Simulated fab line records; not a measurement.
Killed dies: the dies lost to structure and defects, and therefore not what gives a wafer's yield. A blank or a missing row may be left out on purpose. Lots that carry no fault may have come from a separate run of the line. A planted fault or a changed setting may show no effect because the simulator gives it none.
Struck lot and sound lot, side by side	flow sky130	16 out of 708 route steps
Sound: wafers L740.1, L740.3, L740.4. Struck: wafer L749.1 (left out: L749.2, L749.4 of the same lot, which were not struck); the cause appears at the end.
Order at every step that has rows: each side's tool, ch and its chambers, its first start. Under that, the readings that differ: sound wafers	struck wafers	difference of the means	sigmas: that difference in standard deviations of wafers without a fault.
alike: readings whose means differ by less than 2 such deviations, and words and numbers that are the same on both sides. not compared: withheld readings, readings that some wafer has no value for, bounds like >300 that may hide the same value, and numbers for which the record gives no deviation and whose values overlap.
A row with sigmas, a row that says differs or no value, or rows on one side alone: a step with any of these is where the two part. Non-overlapping numbers with no deviation appear without sigmas and do not part them. A reading missing from all wafers of one side parts the sides only when that side holds two or more wafers.

first, 2 steps without rows for these wafers: SKY_METAL4_PEB_11; SKY_METAL4_DEVELOP_12 (develop time 60 s).
SKY_METAL4_CD_MEAS_13: target cd 300 nm.
  sound on cd_sem-02, day 44 21:51; struck on cd_sem-02, day 46 23:00
  alike: cd_nm
SKY_METAL4_OVL_MEAS_14:
  sound on overlay-02, day 44 21:58; struck on overlay-01, day 46 23:07
reading	sound	struck	difference	sigmas
METAL4_OVL (nm)	0 13 10	-7	-15	-2
SKY_METAL4_DESCUM_15: chemistry O2, time 8 s.
  sound on rie_metal-02 ch 1, day 44 22:01; struck on rie_metal-04 ch 1, day 46 23:10
reading	sound	struck	difference	sigmas
oes_product_au (a.u.)	1.022 1.034 1.009	0.981	-0.041	-3
  alike: drypump_motor_current_A, he_backside_leak_sccm
  not compared: rf_hours_counter_h
SKY_METAL4_ETCH_16: etches BARC in N2/H2, stops on SiO2, time 88.2 s, target depth 60 nm.
  sound on rie_metal-02 ch 1, day 44 22:04; struck on rie_metal-04 ch 1, day 46 23:11
  alike: drypump_motor_current_A, he_backside_leak_sccm, oes_product_au, throttle_valve_pct
  not compared: rf_hours_counter_h
SKY_METAL4_ETCH_17: etches SiO2 in C4F8/O2/Ar, stops on TiN, time 3.9 s, target depth 15 nm.
  sound on rie_diel-01 ch 1,2,3, day 44 22:16; struck on rie_diel-01 ch 1, day 46 23:17
  alike: oes_product_au
  not compared: rf_hours_counter_h
then, 1 step without rows for these wafers: SKY_METAL4_METAL_ETCH_18 (etches the open film in Cl2/BCl3, stops on SiO2, target depth 845 nm, time 183.1 s).
SKY_METAL4_STRIP_19: strips in O2/N2.
  sound on plasma_asher-01 ch 0,1, day 44 22:28; struck on plasma_asher-04 ch 0, day 46 23:29
reading	sound	struck	difference	sigmas
drypump_motor_current_A (A)	5.4 4.9 5.4	6.0	+0.8	+2
  alike: oes_product_au, strip_time_to_endpoint_s
  not compared: rf_hours_counter_h
then, 3 steps without rows for these wafers: SKY_METAL4_STRIP_20 (strips in post etch residue remover, time 1200 s); SKY_METAL4_CLEAN_21 (cleans in IPA, time 180 s); SKY_METAL4_CLEAN_22 (cleans in O3/DIW).
SKY_VIA4_HDPCVD_00: deposits SiO2, target thk 1750 nm, time 291.7 s.
  sound on hdpcvd-01 ch 0,2, day 44 23:04; struck on hdpcvd-01 ch 0, day 47 00:07
reading	sound	struck	difference	sigmas
run_length_s (s)	319.4 319.2 318.5	461.6	+142.6	+99 or more
model.SiO2_of_VIA4_HDPCVD_00.thk_nm (nm)	1730 1720 1731	2604	+877	
SKY_VIA4_THK_MEAS_01:
  sound on film_metro-04, day 44 23:20; struck on film_metro-04, day 47 00:18
reading	sound	struck	difference	sigmas
VIA4_HDPCVD_THK (nm)	1729 1719 1732	2601	+874	+36
SKY_VIA4_CMP_02: polishes SiO2.
  sound on cmp-01 ch 0,1,3, day 44 23:29; struck on cmp-02 ch 3, day 47 00:25
  alike: motor_current_A
-- the record jumps here: 3 days lie between the struck wafers' starts before and after (it left off in module VIA4 and takes up again in module PAD_OPEN, whose first step shown is number 708 of the route) --
SKY_PAD_OPEN_PROBE_99:
  sound on prober-02, day 48 14:14; struck on prober-02, day 50 07:33
  alike: defect_limited_yield, killed_at_M0_to_M3, killed_at_M4_up, killed_at_contacts, killed_at_front_end, killed_at_other, killed_dies, killed_open, killed_short, sort_bin_3_pad_short, sort_bin_5_function, sort_bin_6_memory, sort_n_pass, sort_yield_pct

== WHERE THEY PART ==
Earliest at SKY_METAL4_OVL_MEAS_14; latest, in this record, at SKY_VIA4_THK_MEAS_01. Later steps at which nothing parts them and some readings are alike: SKY_VIA4_CMP_02, SKY_PAD_OPEN_PROBE_99.

WHY: what the simulator had put in
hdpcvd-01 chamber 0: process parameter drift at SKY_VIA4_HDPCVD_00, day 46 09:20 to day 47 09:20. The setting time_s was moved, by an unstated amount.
